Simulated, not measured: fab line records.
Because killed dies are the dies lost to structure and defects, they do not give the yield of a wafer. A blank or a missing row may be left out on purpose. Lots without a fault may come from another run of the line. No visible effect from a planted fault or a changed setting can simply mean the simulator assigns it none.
Which of the tools did it?    flow gf180mcu    at 1 step of a route of 602, 13 lots with 39 wafers sampled

## WHAT EACH GAUGE READ, for each wafer
GF_M1_OVL_MEAS_15.
lot   measured      on          M1_OVL (nm)
L870  day 16 17:13  overlay-02  6 6 1
L871  day 17 04:46  overlay-01  8 3 4
L873  day 18 22:32  overlay-01  -13 -2 -6
L875  day 18 23:46  overlay-01  -8 -1 -4
L874  day 19 00:43  overlay-01  5 4 -3
L884  day 22 15:59  overlay-01  5 1 9
L885  day 22 19:11  overlay-02  -8 -5 0
L886  day 23 04:11  overlay-02  4 12 8
L887  day 23 08:11  overlay-01  1 0 3
L889  day 24 00:47  overlay-02  -10 5 -5
L891  day 24 14:28  overlay-02  4 2 -3
L892  day 24 21:43  overlay-01  -7 -2 2
L893  day 25 06:43  overlay-02  -3 -1 0

## EACH LOT AND THE TOOL THAT RAN IT (in order: tool; ch and the chambers of the sampled wafers; start)
Record: no process step prior to these readings.

## AS READ BY THE TOOLS THEMSELVES (means over the sampled wafers that have a number; for cases with no such wafer, the mark the record gives instead)
The record holds no such reading with a usual standard deviation.

## THE ANSWER, worked out from the rows above alone
Rule: what is usual is taken from the lots themselves. Put in order of their means at a reading, lots are off if they are a third of the lots or fewer, leave a main group of 4 or more, and stand apart from it by a gap of 3 or more times the standard deviation of the main group's means; of several such gaps the widest counts. Not used: any main group whose means are identical at the precision the tables above print for the reading. Also off: a lot with no number at a reading for which 4 or more lots have one. All remaining lots with rows at the step are treated as sound. First the gauges in route order, then the tools' own readings, where a lot's mean is used as printed above. At the first step where some lot is off, the reading lying furthest off is the one used; lots without a number count as furthest.
Across all readings shown, no lot is off: no conclusion can be drawn from this.

## WHAT THE SIMULATOR HAD PUT IN
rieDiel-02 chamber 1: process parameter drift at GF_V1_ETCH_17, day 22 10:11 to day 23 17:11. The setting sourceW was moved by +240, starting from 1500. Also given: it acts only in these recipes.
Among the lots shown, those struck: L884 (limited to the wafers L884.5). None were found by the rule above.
